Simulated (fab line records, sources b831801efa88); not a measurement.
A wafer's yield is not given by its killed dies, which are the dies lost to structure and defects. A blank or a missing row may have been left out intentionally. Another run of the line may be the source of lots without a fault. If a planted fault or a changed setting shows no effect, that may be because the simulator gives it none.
Code-filled problem report in 8D (eight disciplines) form | flow sky130 | the parts of the form that need people (team, actions taken, sign-off) are left out

== 1. PROBLEM STATEMENT ==
Wafers without a fault read 15, standard deviation 4.5; killedAtFrontEnd at SKY_PAD_OPEN_PROBE_99 reads a mean of 57 on 6 wafers belonging to 2 lots. That is +9.4 standard deviations from the usual mean.
The first sign was on wafer L398.3 at day 48 19:34, on prober-01. The record has a number at this step for 6 wafers belonging to 2 lots. The rule behind "out" and "out of limits": a value lying over 4 standard deviations away from the usual mean. Any other wafer with a number is counted as sound.

== 2. WHAT IT IS, AND WHAT IT ISN'T ==
question                    | is                     | is not
which readings at this step | killedAtFrontEnd       | killed_at_M4_up, killedAtContacts, killedAtOther, killedOpen
which lots                  | L398, L401             | -
which wafers of those lots  | all that have a number | -
read on which tools         | prober-01              | -
when                        | from day 48 19:34      | up to then (0 sound wafers)

== 3. THE SUSPECTS, EACH WITH WHAT RULES IT OUT ==
Counting: a tool stays on the suspect list if, at a process step up to the reading, it processed all lots that are out and no sound lot following the first of them.
- wetBench-01 at SKY_SONOS_ONO_WET_ETCH_18 (etches Si3N4 in H3PO4, target depth 15 nm, time 172 s): kept. It ran every lot that is out, first L398 (day 16 14:07), and no sound lot after that.
- prober-01 at SKY_PAD_OPEN_PROBE_99: kept. It ran every lot that is out, first L398 (day 48 19:34), and no sound lot after that. On those wafers its own readings are out: killedAtFrontEnd.
Remaining after the count are wetBench-01 at SKY_SONOS_ONO_WET_ETCH_18 and prober-01 at SKY_PAD_OPEN_PROBE_99.

== 4. THE CAUSE (what the simulator had put in) ==
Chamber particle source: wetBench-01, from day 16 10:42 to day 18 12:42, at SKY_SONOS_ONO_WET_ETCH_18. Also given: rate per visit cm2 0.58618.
2 suspects survive the count, and this tool is in that group.

== 5. THE CHAIN OF EFFECTS, in route order ==
Each row: a reading whose mean over the struck wafers that have a number lies more than 3 standard deviations from the usual. Only readings whose record carries a usual standard deviation are examined. hours: median over the lots of the time between each lot's start at the first step of this table that gives one and its start at this step. sigmas: the change, counted in usual standard deviations.
hours | step                  | reading          | usual | on struck wafers | change | sigmas
0     | SKY_PAD_OPEN_PROBE_99 | killedAtFrontEnd | 15    | 57               | +42    | +9.4
0     | SKY_PAD_OPEN_PROBE_99 | killedDies       | 86    | 118              | +32    | +3.4
It contains these process steps:
- SKY_PAD_OPEN_PROBE_99

== 6. WHAT WOULD HAVE CAUGHT IT SOONER ==
In this record no reading fell out of limits until day 48 19:34, 777 hours after the fault had begun at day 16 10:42.
Each of the lots that are out, 2 in all, had begun SKY_SONOS_ONO_WET_ETCH_18 on wetBench-01 no later than day 48 19:34. Tool hold at that time: it would have spared none of them.
